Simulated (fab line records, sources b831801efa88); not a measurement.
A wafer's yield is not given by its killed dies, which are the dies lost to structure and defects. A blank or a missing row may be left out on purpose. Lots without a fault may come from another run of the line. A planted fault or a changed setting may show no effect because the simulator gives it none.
Struck lot and sound lot, side by side / flow sky130 / 17 steps out of a route of 708
Sound: the wafers L163.2, L163.3, L163.5. The struck wafers were L174.2, L174.4, L174.6. At the end, the cause is stated.
For every step that has rows: the tool of each side, followed by ch and its chambers, followed by its first start. Under that, the readings that differ: sound wafers / struck wafers / difference of the means / sigmas: that difference in standard deviations of wafers without a fault.
alike: readings whose means differ by less than 2 such deviations, and words and numbers that are the same on both sides. not compared: withheld readings, readings that some wafer has no value for, bounds like >300 that may hide the same value, and numbers for which the record gives no deviation and whose values overlap.
Wherever a step has rows on one side only, a row that says differs or no value, or a row with sigmas, the two part there. Numbers that don't overlap but have no deviation are shown without sigmas and don't part them. A reading that every wafer of one side lacks parts them only if that side has two wafers or more.

first, 1 step without rows for these wafers: SKY_VT_ADJUST_NCORE_IMPLANT_09.
SKY_VT_ADJUST_NCORE_STRIP_10: strips in O2/N2.
  sound on plasma-asher-03 ch 0,1, day 9 05:58; struck on plasma-asher-04 ch 0,1, day 12 12:25
  alike: drypump-motor-current-A, oes-product-au, strip-time-to-endpoint-s
  not compared: rf-hours-counter-h
SKY_VT_ADJUST_NCORE_TW_MEAS_11:
  sound on film-metro-03 at day 9 06:04; struck on film-metro-03 at day 12 12:32
  alike: VT_ADJUST_NCORE_TW
then, 7 steps without rows for these wafers: SKY_VT_ADJUST_HVTR_DEHYDRATE_00 (time 60 s); SKY_VT_ADJUST_HVTR_HMDS_01 (prime time 60 s); SKY_VT_ADJUST_HVTR_COAT_02 (resist thk 1140 nm); SKY_VT_ADJUST_HVTR_SOFTBAKE_03 (time 60 s); SKY_VT_ADJUST_HVTR_EXPOSE_04 (exposes mask HVTRM, target cd 380 nm); SKY_VT_ADJUST_HVTR_PEB_05; SKY_VT_ADJUST_HVTR_DEVELOP_06 (develop time 60 s).
SKY_VT_ADJUST_HVTR_CD_MEAS_07: the cd target is 380 nm.
  sound on cd-sem-01 at day 10 04:16; struck on cd-sem-02 at day 13 13:04
  alike: cd-nm
SKY_VT_ADJUST_HVTR_OVL_MEAS_08:
  sound on overlay-02 at day 10 04:23; struck on overlay-01 at day 13 13:11
  alike: VT_ADJUST_HVTR_OVL
SKY_VT_ADJUST_HVTR_IMPLANT_09:
  sound on implanter-03 ch 0, day 10 04:26; struck on implanter-01 ch 0, day 13 13:14
reading=beam-on-s (s); sound=10.09 10.23 9.68; struck=12.14 12.24 12.54; difference=+2.31; sigmas=+12
reading=end-station-pressure-torr (Torr); sound=5.08e-06 5.12e-06 5.11e-06; struck=0.00010688 0.0001087 0.00010865; difference=+0.00010297; sigmas=+99 or more
reading=faraday-current-uA; sound=11.70 11.63 12.23; struck=9.87 9.73 9.55; difference=-2.14; sigmas=-9
SKY_VT_ADJUST_HVTR_STRIP_10: strips in O2/N2.
  sound on plasma-asher-01 ch 1, day 10 04:34; struck on plasma-asher-03 ch 0,1, day 13 13:22
reading=drypump-motor-current-A (A); sound=6.7 6.7 6.7; struck=5.8 5.7 5.7; difference=-1.0; sigmas=-2
  alike: oes-product-au, strip-time-to-endpoint-s
  not compared: rf-hours-counter-h
SKY_VT_ADJUST_HVTR_TW_MEAS_11:
  sound on film-metro-04 at day 10 04:40; struck on film-metro-04 at day 13 13:28
reading=VT_ADJUST_HVTR_TW; sound=213.6 213.4 214.3; struck=226.5 226.7 226.4; difference=+12.8; sigmas=+6
then, 1 step without rows for these wafers: SKY_VT_ADJUST_PCH_DEHYDRATE_00 (time 60 s).
-- here the record skips 36 days between the struck wafers' starts before and after, leaving off in module VT_ADJUST_PCH and picking up in module PAD_OPEN (first step shown: number 708 of the route) --
SKY_PAD_OPEN_PROBE_99:
  sound on prober-02 at day 46 10:13; struck on prober-01 at day 49 05:25
reading=model.etest.pfet_01v8_mvt.drive-ua-um; sound=151.9 151.8 154.3; struck=155.2 155.8 157.3; difference=+3.4; sigmas=
reading=model.etest.pfet_01v8_mvt.vt-sat-v (V); sound=-0.5528 -0.5537 -0.5496; struck=-0.5273 -0.5277 -0.5192; difference=+0.0273; sigmas=
reading=model.etest.pfet_01v8_mvt.vt-v (V); sound=-0.6422 -0.6417 -0.6379; struck=-0.6234 -0.6211 -0.6156; difference=+0.0206; sigmas=
reading=model.etest.pfet_01v8_mvt.vt-long-v (V); sound=-0.8546 -0.8511 -0.8511; struck=-0.833 -0.8333 -0.831; difference=+0.020; sigmas=
  alike: killed_at_M0_to_M3, killed_at_M4_up, killed-at-contacts, killed-at-front-end, killed-at-other, killed-dies, killed-open, killed-short
  not compared: model.etest.pfet_01v8_mvt.off-log10-a-um

## WHERE THEY PART
Last at SKY_VT_ADJUST_HVTR_TW_MEAS_11 as far as this record goes, first at SKY_VT_ADJUST_HVTR_IMPLANT_09. Later steps at which nothing parts them and some readings are alike: SKY_PAD_OPEN_PROBE_99.

WHY: whatever the simulator had introduced
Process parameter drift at SKY_VT_ADJUST_HVTR_IMPLANT_09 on implanter-01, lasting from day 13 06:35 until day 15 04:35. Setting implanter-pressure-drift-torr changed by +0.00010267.
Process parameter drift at SKY_VT_ADJUST_HVTR_IMPLANT_09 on implanter-01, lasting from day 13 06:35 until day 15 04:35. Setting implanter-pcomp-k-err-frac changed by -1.
